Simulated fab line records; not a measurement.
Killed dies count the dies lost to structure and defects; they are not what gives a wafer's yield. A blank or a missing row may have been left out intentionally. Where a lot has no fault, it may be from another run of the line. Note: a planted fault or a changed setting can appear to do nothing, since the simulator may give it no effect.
fab line records || flow sky130 || part 2 of 2: steps 32 to 43 of 43
[record] {"lots": 5, "wafers": 15, "lastDay": 49}
route steps=708 shown NWELL@78 PWDE@84 VT_ADJUST_HVTP@85 VT_ADJUST_LVTN@97 VT_ADJUST_NCORE@119
lots untouched by any fault: they come from a run of this same line in which no faults occurred
startH: the number of hours between the record's first day and the start of the first shown wafer of the lot || waitH: hours elapsed since this lot's preceding step || " identical to the entry in the row above || L1.1+2: a single row standing in for several wafers || - no value, or no start was given || * or withheld: withheld || < > ~ a bound
route shown NAME@n: NAME is a module with steps in the file, n the number in the route of the first one || usual: the fault-free wafers' mean and standard deviation || same: alike in all rows || chamber/n: place in a boat || sites: the reading at each site || _std_site: the values' standard deviation || _edge_site: inner sites' mean taken away from outer sites' mean || radiusMm: for every site, how far away it sits from the centre of the wafer || mask NAME#n: copy n || behind: the last tool/chamber to shape the wafer || hold: why the lot was held/for how many hours/how that ended || device: which transistor (n, p or np) failed to switch || end of line: the tests these same wafers got at the end of their route || step lacking rows: just its recipe || killed: the dies lost at the first sort to structure and to defects; this is not the yield of the wafer || map: shows each die of a wafer: x if killed, . if not, _ if none is there
set.NAME: the setting as run; set.NAME@STEP: as run at that earlier step || model.NAME: the simulator's own value behind a step, which no gauge read
lots at some steps of the route; a table a step, a row a wafer
services: a tool's chamber out of use, with start hour (startH, from the record's first day; less than 0 if before it), hours out, and reason
[[steps]]
[step SKY_VT_ADJUST_LVTN_COAT_13]
[recipe] {"resist": "NOVOLAK", "spinRpm": 3000, "resistThkNm": 1140}
{"lot.wafer": "L079.2+5+6", "tool": "lithoTrack-04", "chamber": 0, "startH": 179.34, "waitH": 0.1}
{"lot.wafer": "L080.1+3+6", "tool": "lithoTrack-04", "chamber": 0, "startH": 191.66, "waitH": 0.1}
{"lot.wafer": "L085.2+3+5", "tool": "lithoTrack-04", "chamber": 0, "startH": 223.69, "waitH": 0.1}
{"lot.wafer": "L086.2+3+6", "tool": "lithoTrack-02", "chamber": 0, "startH": 231.91, "waitH": 0.1}
{"lot.wafer": "L089.2+4+5", "tool": "lithoTrack-01", "chamber": 0, "startH": 253.42, "waitH": 0.1}
[step SKY_VT_ADJUST_LVTN_SOFTBAKE_14]
[recipe] {"tempC": 90, "timeS": 60, "resist": "NOVOLAK"}
{"lot.wafer": "L079.2+5+6", "tool": "lithoTrack-04", "chamber": 0, "startH": 179.49, "waitH": 0.1}
{"lot.wafer": "L080.1+3+6", "tool": "lithoTrack-04", "chamber": 0, "startH": 191.81, "waitH": 0.1}
{"lot.wafer": "L085.2+3+5", "tool": "lithoTrack-04", "chamber": 0, "startH": 223.84, "waitH": 0.1}
{"lot.wafer": "L086.2+3+6", "tool": "lithoTrack-02", "chamber": 0, "startH": 232.06, "waitH": 0.1}
{"lot.wafer": "L089.2+4+5", "tool": "lithoTrack-01", "chamber": 0, "startH": 253.57, "waitH": 0.1}
[step SKY_VT_ADJUST_LVTN_EXPOSE_15]
[recipe] {"maskId": "HVN_STD_DERIVED", "na": 0.6, "sourceShape": "conventional", "sigmaOuter": 0.6, "polarization": "unpolarized", "targetCdNm": 600, "doseMj": 163}
[usual] {"exposureDoseMJCm2": "162.97/0.17", "reticleTempC": "22.99/0.095"}
{"lot.wafer": "L079.2", "tool": "ilineStepper-02", "chamber": 0, "startH": "-", "waitH": "-", "mask": "HVN_STD_DERIVED#0", "exposureDoseMJCm2": 163.06, "reticleTempC": 23.10}
{"lot.wafer": "L079.5", "tool": "ilineStepper-02", "chamber": 0, "startH": "-", "waitH": "-", "mask": "HVN_STD_DERIVED#0", "exposureDoseMJCm2": 163.00, "reticleTempC": 22.96}
{"lot.wafer": "L079.6", "tool": "ilineStepper-02", "chamber": 0, "startH": "-", "waitH": "-", "mask": "HVN_STD_DERIVED#0", "exposureDoseMJCm2": 163.01, "reticleTempC": 23.09}
{"lot.wafer": "L080.1", "tool": "ilineStepper-01", "chamber": 0, "startH": "-", "waitH": "-", "mask": "HVN_STD_DERIVED#0", "exposureDoseMJCm2": 162.75, "reticleTempC": 22.93}
{"lot.wafer": "L080.3", "tool": "ilineStepper-01", "chamber": 0, "startH": "-", "waitH": "-", "mask": "HVN_STD_DERIVED#0", "exposureDoseMJCm2": 162.82, "reticleTempC": 22.93}
{"lot.wafer": "L080.6", "tool": "ilineStepper-01", "chamber": 0, "startH": "-", "waitH": "-", "mask": "HVN_STD_DERIVED#0", "exposureDoseMJCm2": 162.91, "reticleTempC": 22.96}
{"lot.wafer": "L085.2", "tool": "ilineStepper-02", "chamber": 0, "startH": "-", "waitH": "-", "mask": "HVN_STD_DERIVED#0", "exposureDoseMJCm2": 163.09, "reticleTempC": 22.87}
{"lot.wafer": "L085.3", "tool": "ilineStepper-02", "chamber": 0, "startH": "-", "waitH": "-", "mask": "HVN_STD_DERIVED#0", "exposureDoseMJCm2": 163.12, "reticleTempC": 22.95}
{"lot.wafer": "L085.5", "tool": "ilineStepper-02", "chamber": 0, "startH": "-", "waitH": "-", "mask": "HVN_STD_DERIVED#0", "exposureDoseMJCm2": 163.06, "reticleTempC": 22.82}
{"lot.wafer": "L086.2", "tool": "ilineStepper-02", "chamber": 0, "startH": "-", "waitH": "-", "mask": "HVN_STD_DERIVED#0", "exposureDoseMJCm2": 163.05, "reticleTempC": 22.96}
{"lot.wafer": "L086.3", "tool": "ilineStepper-02", "chamber": 0, "startH": "-", "waitH": "-", "mask": "HVN_STD_DERIVED#0", "exposureDoseMJCm2": 162.98, "reticleTempC": 22.88}
{"lot.wafer": "L086.6", "tool": "ilineStepper-02", "chamber": 0, "startH": "-", "waitH": "-", "mask": "HVN_STD_DERIVED#0", "exposureDoseMJCm2": 162.86, "reticleTempC": 22.93}
{"lot.wafer": "L089.2", "tool": "ilineStepper-02", "chamber": 0, "startH": "-", "waitH": "-", "mask": "HVN_STD_DERIVED#0", "exposureDoseMJCm2": 162.77, "reticleTempC": 23.09}
{"lot.wafer": "L089.4", "tool": "ilineStepper-02", "chamber": 0, "startH": "-", "waitH": "-", "mask": "HVN_STD_DERIVED#0", "exposureDoseMJCm2": 162.78, "reticleTempC": 22.96}
{"lot.wafer": "L089.5", "tool": "ilineStepper-02", "chamber": 0, "startH": "-", "waitH": "-", "mask": "HVN_STD_DERIVED#0", "exposureDoseMJCm2": 162.96, "reticleTempC": 22.92}
[step SKY_VT_ADJUST_LVTN_PEB_16]
[recipe] {"tempC": "withheld", "timeS": "*", "resist": "NOVOLAK"}
{"lot.wafer": "L079.2+5+6", "tool": "lithoTrack-04", "chamber": 0, "startH": "-", "waitH": "-"}
{"lot.wafer": "L080.1+3+6", "tool": "lithoTrack-04", "chamber": 0, "startH": "-", "waitH": "-"}
{"lot.wafer": "L085.2+3+5", "tool": "lithoTrack-01", "chamber": 0, "startH": "-", "waitH": "-"}
{"lot.wafer": "L086.2+3+6", "tool": "lithoTrack-02", "chamber": 0, "startH": "-", "waitH": "-"}
{"lot.wafer": "L089.2+4+5", "tool": "lithoTrack-04", "chamber": 0, "startH": "-", "waitH": "-"}
[step SKY_VT_ADJUST_LVTN_DEVELOP_17]
[recipe] {"resist": "NOVOLAK", "developer": "TMAH", "developTimeS": 60, "devTempC": 23}
{"lot.wafer": "L079.2+5+6", "tool": "lithoTrack-04", "chamber": 0, "startH": 189.44, "waitH": 0.1}
{"lot.wafer": "L080.1+3+6", "tool": "lithoTrack-04", "chamber": 0, "startH": 203.41, "waitH": 0.1}
{"lot.wafer": "L085.2+3+5", "tool": "lithoTrack-01", "chamber": 0, "startH": 234.97, "waitH": 0.1}
{"lot.wafer": "L086.2+3+6", "tool": "lithoTrack-02", "chamber": 0, "startH": 242.86, "waitH": 0.1}
{"lot.wafer": "L089.2+4+5", "tool": "lithoTrack-04", "chamber": 0, "startH": 264.73, "waitH": 0.1}
[step SKY_VT_ADJUST_LVTN_OVL_MEAS_18]
[usual] {"VT_ADJUST_LVTN_01_OVL": "0.8/1.4"}
{"lot.wafer": "L079.2", "tool": "overlay-01", "chamber": "-", "startH": 189.57, "waitH": 0.1, "VT_ADJUST_LVTN_01_OVL[nm]": 1.3}
{"lot.wafer": "L079.5", "tool": "overlay-01", "chamber": "-", "startH": 189.57, "waitH": 0.1, "VT_ADJUST_LVTN_01_OVL[nm]": 1.7}
{"lot.wafer": "L079.6", "tool": "overlay-01", "chamber": "-", "startH": 189.57, "waitH": 0.1, "VT_ADJUST_LVTN_01_OVL[nm]": 2.2}
{"lot.wafer": "L080.1", "tool": "overlay-01", "chamber": "-", "startH": 203.56, "waitH": 0.1, "VT_ADJUST_LVTN_01_OVL[nm]": 2.4}
{"lot.wafer": "L080.3", "tool": "overlay-01", "chamber": "-", "startH": 203.56, "waitH": 0.1, "VT_ADJUST_LVTN_01_OVL[nm]": 2.8}
{"lot.wafer": "L080.6", "tool": "overlay-01", "chamber": "-", "startH": 203.56, "waitH": 0.1, "VT_ADJUST_LVTN_01_OVL[nm]": 2.3}
{"lot.wafer": "L085.2", "tool": "overlay-02", "chamber": "-", "startH": 235.10, "waitH": 0.1, "VT_ADJUST_LVTN_01_OVL[nm]": 0.1}
{"lot.wafer": "L085.3", "tool": "overlay-02", "chamber": "-", "startH": 235.10, "waitH": 0.1, "VT_ADJUST_LVTN_01_OVL[nm]": 0.3}
{"lot.wafer": "L085.5", "tool": "overlay-02", "chamber": "-", "startH": 235.10, "waitH": 0.1, "VT_ADJUST_LVTN_01_OVL[nm]": -0.8}
{"lot.wafer": "L086.2", "tool": "overlay-01", "chamber": "-", "startH": 242.99, "waitH": 0.1, "VT_ADJUST_LVTN_01_OVL[nm]": 0.5}
{"lot.wafer": "L086.3", "tool": "overlay-01", "chamber": "-", "startH": 242.99, "waitH": 0.1, "VT_ADJUST_LVTN_01_OVL[nm]": 0.1}
{"lot.wafer": "L086.6", "tool": "overlay-01", "chamber": "-", "startH": 242.99, "waitH": 0.1, "VT_ADJUST_LVTN_01_OVL[nm]": -0.6}
{"lot.wafer": "L089.2", "tool": "overlay-02", "chamber": "-", "startH": 264.87, "waitH": 0.1, "VT_ADJUST_LVTN_01_OVL[nm]": 0.4}
{"lot.wafer": "L089.4", "tool": "overlay-02", "chamber": "-", "startH": 264.87, "waitH": 0.1, "VT_ADJUST_LVTN_01_OVL[nm]": -0.1}
{"lot.wafer": "L089.5", "tool": "overlay-02", "chamber": "-", "startH": 264.87, "waitH": 0.1, "VT_ADJUST_LVTN_01_OVL[nm]": 0.2}
[step SKY_VT_ADJUST_LVTN_IMPLANT_19]
[recipe] {"species": "B", "energyKev": 30, "doseCm2": 6.5e+11, "tiltDeg": "withheld"}
{"lot.wafer": "L079.2+5+6", "tool": "implanter-03", "chamber": 0, "startH": 189.62, "waitH": 0.0}
{"lot.wafer": "L080.1+3+6", "tool": "implanter-03", "chamber": 0, "startH": 203.60, "waitH": 0.0}
{"lot.wafer": "L085.2+3+5", "tool": "implanter-02", "chamber": 0, "startH": 235.15, "waitH": 0.0}
{"lot.wafer": "L086.2+3+6", "tool": "implanter-01", "chamber": 0, "startH": 243.05, "waitH": 0.0}
{"lot.wafer": "L089.2+4+5", "tool": "implanter-01", "chamber": 0, "startH": 264.92, "waitH": 0.0}
[step SKY_VT_ADJUST_LVTN_STRIP_20]
[recipe] {"chemistry": "O2/N2", "powerW": 1400, "pressureMtorr": 1500, "platenTempC": "withheld", "o2FlowSccm": 3000, "n2FlowSccm": 300, "overashFraction": 0.5}
[usual] {"drypumpMotorCurrentA": "5.89/0.29", "oesProductAu": "0.715/0.0045", "stripTimeToEndpointS": "14.19/0.04"}
{"lot.wafer": "L079.2", "tool": "plasmaAsher-03", "chamber": 1, "startH": 189.75, "waitH": 0.1, "drypumpMotorCurrentA": 5.34, "oesProductAu": 0.708, "rfHoursCounterH": 53, "stripTimeToEndpointS": 14.16}
{"lot.wafer": "L079.5", "tool": "plasmaAsher-03", "chamber": 0, "startH": 189.75, "waitH": 0.1, "drypumpMotorCurrentA": 6.06, "oesProductAu": 0.710, "rfHoursCounterH": "-", "stripTimeToEndpointS": 14.20}
{"lot.wafer": "L079.6", "tool": "plasmaAsher-03", "chamber": 1, "startH": 189.75, "waitH": 0.1, "drypumpMotorCurrentA": 5.32, "oesProductAu": 0.722, "rfHoursCounterH": "-", "stripTimeToEndpointS": 14.20}
{"lot.wafer": "L080.1", "tool": "plasmaAsher-03", "chamber": 1, "startH": 203.90, "waitH": 0.2, "drypumpMotorCurrentA": 5.33, "oesProductAu": 0.725, "rfHoursCounterH": 54, "stripTimeToEndpointS": 14.23}
{"lot.wafer": "L080.3", "tool": "plasmaAsher-03", "chamber": 0, "startH": 203.90, "waitH": 0.2, "drypumpMotorCurrentA": 6.07, "oesProductAu": 0.716, "rfHoursCounterH": "-", "stripTimeToEndpointS": 14.21}
{"lot.wafer": "L080.6", "tool": "plasmaAsher-03", "chamber": 1, "startH": 203.90, "waitH": 0.2, "drypumpMotorCurrentA": 5.33, "oesProductAu": 0.715, "rfHoursCounterH": "-", "stripTimeToEndpointS": 14.23}
{"lot.wafer": "L085.2", "tool": "plasmaAsher-03", "chamber": 1, "startH": 235.28, "waitH": 0.1, "drypumpMotorCurrentA": 5.32, "oesProductAu": 0.719, "rfHoursCounterH": 58, "stripTimeToEndpointS": 14.20}
{"lot.wafer": "L085.3", "tool": "plasmaAsher-03", "chamber": 1, "startH": 235.28, "waitH": 0.1, "drypumpMotorCurrentA": 5.32, "oesProductAu": 0.717, "rfHoursCounterH": "-", "stripTimeToEndpointS": 14.21}
{"lot.wafer": "L085.5", "tool": "plasmaAsher-03", "chamber": 1, "startH": 235.28, "waitH": 0.1, "drypumpMotorCurrentA": 5.31, "oesProductAu": 0.713, "rfHoursCounterH": "-", "stripTimeToEndpointS": 14.19}
{"lot.wafer": "L086.2", "tool": "plasmaAsher-03", "chamber": 0, "startH": 243.17, "waitH": 0.1, "drypumpMotorCurrentA": 6.08, "oesProductAu": 0.711, "rfHoursCounterH": 58, "stripTimeToEndpointS": 14.16}
{"lot.wafer": "L086.3", "tool": "plasmaAsher-03", "chamber": 1, "startH": 243.17, "waitH": 0.1, "drypumpMotorCurrentA": 5.33, "oesProductAu": 0.717, "rfHoursCounterH": "-", "stripTimeToEndpointS": 14.20}
{"lot.wafer": "L086.6", "tool": "plasmaAsher-03", "chamber": 0, "startH": 243.17, "waitH": 0.1, "drypumpMotorCurrentA": 6.08, "oesProductAu": 0.721, "rfHoursCounterH": "-", "stripTimeToEndpointS": 14.19}
{"lot.wafer": "L089.2", "tool": "plasmaAsher-03", "chamber": 1, "startH": 265.05, "waitH": 0.1, "drypumpMotorCurrentA": 5.31, "oesProductAu": 0.714, "rfHoursCounterH": 61, "stripTimeToEndpointS": 14.19}
{"lot.wafer": "L089.4", "tool": "plasmaAsher-03", "chamber": 0, "startH": 265.05, "waitH": 0.1, "drypumpMotorCurrentA": 6.08, "oesProductAu": 0.722, "rfHoursCounterH": "-", "stripTimeToEndpointS": 14.16}
{"lot.wafer": "L089.5", "tool": "plasmaAsher-03", "chamber": 1, "startH": 265.05, "waitH": 0.1, "drypumpMotorCurrentA": 5.30, "oesProductAu": 0.721, "rfHoursCounterH": "-", "stripTimeToEndpointS": 14.15}
[step SKY_VT_ADJUST_LVTN_TW_MEAS_21]
[usual] {"VT_ADJUST_LVTN_2_TW": "187.9/1.5"}
{"lot.wafer": "L079.2", "tool": "filmMetro-03", "chamber": "-", "startH": 189.86, "waitH": 0.1, "VT_ADJUST_LVTN_2_TW": 190.8}
{"lot.wafer": "L079.5", "tool": "filmMetro-03", "chamber": "-", "startH": 189.86, "waitH": 0.1, "VT_ADJUST_LVTN_2_TW": 190.4}
{"lot.wafer": "L079.6", "tool": "filmMetro-03", "chamber": "-", "startH": 189.86, "waitH": 0.1, "VT_ADJUST_LVTN_2_TW": 189.6}
{"lot.wafer": "L080.1", "tool": "filmMetro-02", "chamber": "-", "startH": 204.00, "waitH": 0.1, "VT_ADJUST_LVTN_2_TW": 187.1}
{"lot.wafer": "L080.3", "tool": "filmMetro-02", "chamber": "-", "startH": 204.00, "waitH": 0.1, "VT_ADJUST_LVTN_2_TW": 187.1}
{"lot.wafer": "L080.6", "tool": "filmMetro-02", "chamber": "-", "startH": 204.00, "waitH": 0.1, "VT_ADJUST_LVTN_2_TW": 187.3}
{"lot.wafer": "L085.2", "tool": "filmMetro-02", "chamber": "-", "startH": 235.39, "waitH": 0.1, "VT_ADJUST_LVTN_2_TW": 188.6}
{"lot.wafer": "L085.3", "tool": "filmMetro-02", "chamber": "-", "startH": 235.39, "waitH": 0.1, "VT_ADJUST_LVTN_2_TW": 187.0}
{"lot.wafer": "L085.5", "tool": "filmMetro-02", "chamber": "-", "startH": 235.39, "waitH": 0.1, "VT_ADJUST_LVTN_2_TW": 187.1}
{"lot.wafer": "L086.2", "tool": "filmMetro-03", "chamber": "-", "startH": 243.28, "waitH": 0.1, "VT_ADJUST_LVTN_2_TW": 189.3}
{"lot.wafer": "L086.3", "tool": "filmMetro-03", "chamber": "-", "startH": 243.28, "waitH": 0.1, "VT_ADJUST_LVTN_2_TW": 189.2}
{"lot.wafer": "L086.6", "tool": "filmMetro-03", "chamber": "-", "startH": 243.28, "waitH": 0.1, "VT_ADJUST_LVTN_2_TW": 189.5}
{"lot.wafer": "L089.2", "tool": "filmMetro-01", "chamber": "-", "startH": 265.17, "waitH": 0.1, "VT_ADJUST_LVTN_2_TW": 187.0}
{"lot.wafer": "L089.4", "tool": "filmMetro-01", "chamber": "-", "startH": 265.17, "waitH": 0.1, "VT_ADJUST_LVTN_2_TW": 186.1}
{"lot.wafer": "L089.5", "tool": "filmMetro-01", "chamber": "-", "startH": 265.17, "waitH": 0.1, "VT_ADJUST_LVTN_2_TW": 187.2}
[step SKY_VT_ADJUST_NCORE_DEHYDRATE_00]
[recipe] {"tempC": 200, "timeS": 60}
{"lot.wafer": "L079.2+5+6", "tool": "lithoTrack-01", "chamber": 0, "startH": 200.42, "waitH": 10.5}
{"lot.wafer": "L080.1+3+6", "tool": "lithoTrack-04", "chamber": 0, "startH": 212.96, "waitH": 9.0}
{"lot.wafer": "L085.2+3+5", "tool": "lithoTrack-03", "chamber": 0, "startH": 246.27, "waitH": 10.9}
{"lot.wafer": "L086.2+3+6", "tool": "lithoTrack-03", "chamber": 0, "startH": 254.92, "waitH": 11.6}
{"lot.wafer": "L089.2+4+5", "tool": "lithoTrack-03", "chamber": 0, "startH": 276.72, "waitH": 11.5}
[step SKY_VT_ADJUST_NCORE_HMDS_01]
[recipe] {"primeTimeS": 60, "primeTempC": 120}
{"lot.wafer": "L079.2+5+6", "tool": "lithoTrack-01", "chamber": 0, "startH": 200.57, "waitH": 0.1}
{"lot.wafer": "L080.1+3+6", "tool": "lithoTrack-04", "chamber": 0, "startH": 213.11, "waitH": 0.1}
{"lot.wafer": "L085.2+3+5", "tool": "lithoTrack-03", "chamber": 0, "startH": 246.42, "waitH": 0.1}
{"lot.wafer": "L086.2+3+6", "tool": "lithoTrack-03", "chamber": 0, "startH": 255.07, "waitH": 0.1}
{"lot.wafer": "L089.2+4+5", "tool": "lithoTrack-03", "chamber": 0, "startH": 276.87, "waitH": 0.1}
[step SKY_VT_ADJUST_NCORE_COAT_02]
[recipe] {"resist": "NOVOLAK", "spinRpm": 3000, "resistThkNm": 1140}
{"lot.wafer": "L079.2+5+6", "tool": "lithoTrack-01", "chamber": 0, "startH": 200.72, "waitH": 0.1}
{"lot.wafer": "L080.1+3+6", "tool": "lithoTrack-04", "chamber": 0, "startH": 213.26, "waitH": 0.1}
{"lot.wafer": "L085.2+3+5", "tool": "lithoTrack-03", "chamber": 0, "startH": 246.57, "waitH": 0.1}
{"lot.wafer": "L086.2+3+6", "tool": "lithoTrack-03", "chamber": 0, "startH": 255.22, "waitH": 0.1}
{"lot.wafer": "L089.2+4+5", "tool": "lithoTrack-03", "chamber": 0, "startH": 277.02, "waitH": 0.1}
[[services]]
{"tool": "wetBench-01", "chamber": "-", "startH": 106.63, "hours": 1.9, "kind": "pm"}
{"tool": "plasmaAsher-02", "chamber": "-", "startH": 108.75, "hours": 9.0, "kind": "pm"}
{"tool": "implanter-01", "chamber": "-", "startH": 113.18, "hours": 2.2, "kind": "repair"}
{"tool": "implanter-03", "chamber": "-", "startH": 117.25, "hours": 0.6, "kind": "repair"}
{"tool": "wetBench-01", "chamber": "-", "startH": 133.67, "hours": 5.8, "kind": "repair"}
{"tool": "implanter-04", "chamber": "-", "startH": 134.14, "hours": 0.9, "kind": "repair"}
{"tool": "implanter-04", "chamber": "-", "startH": 136.00, "hours": 2.3, "kind": "repair"}
{"tool": "ilineStepper-02", "chamber": "-", "startH": 142.71, "hours": 3.0, "kind": "repair"}
{"tool": "implanter-04", "chamber": "-", "startH": 145.90, "hours": 1.1, "kind": "repair"}
{"tool": "implanter-01", "chamber": "-", "startH": 149.15, "hours": 3.3, "kind": "pm"}
{"tool": "implanter-02", "chamber": "-", "startH": 159.42, "hours": 58.7, "kind": "repair"}
{"tool": "plasmaAsher-03", "chamber": "-", "startH": 162.68, "hours": 1.5, "kind": "repair"}
{"tool": "ilineStepper-02", "chamber": "-", "startH": 176.48, "hours": 2.0, "kind": "repair"}
{"tool": "implanter-02", "chamber": "-", "startH": 180.03, "hours": 1.9, "kind": "repair"}
{"tool": "plasmaAsher-02", "chamber": "-", "startH": 185.82, "hours": 7.5, "kind": "repair"}
{"tool": "rtpAnneal-01", "chamber": "-", "startH": 187.30, "hours": 2.9, "kind": "pm"}
{"tool": "implanter-02", "chamber": "-", "startH": 218.17, "hours": 5.7, "kind": "pm"}
{"tool": "plasmaAsher-03", "chamber": "-", "startH": 219.56, "hours": 2.9, "kind": "repair"}
{"tool": "implanter-01", "chamber": "-", "startH": 230.89, "hours": 5.0, "kind": "pm"}
{"tool": "ilineStepper-02", "chamber": "-", "startH": 241.43, "hours": 4.4, "kind": "pm"}
{"tool": "ilineStepper-01", "chamber": "-", "startH": 241.64, "hours": 3.0, "kind": "repair"}
{"tool": "plasmaAsher-01", "chamber": "-", "startH": 262.75, "hours": 20.2, "kind": "repair"}
{"tool": "ilineStepper-02", "chamber": 0, "startH": 263.24, "hours": "-", "kind": "calibration"}
{"tool": "implanter-03", "chamber": "-", "startH": 270.47, "hours": 3.6, "kind": "pm"}
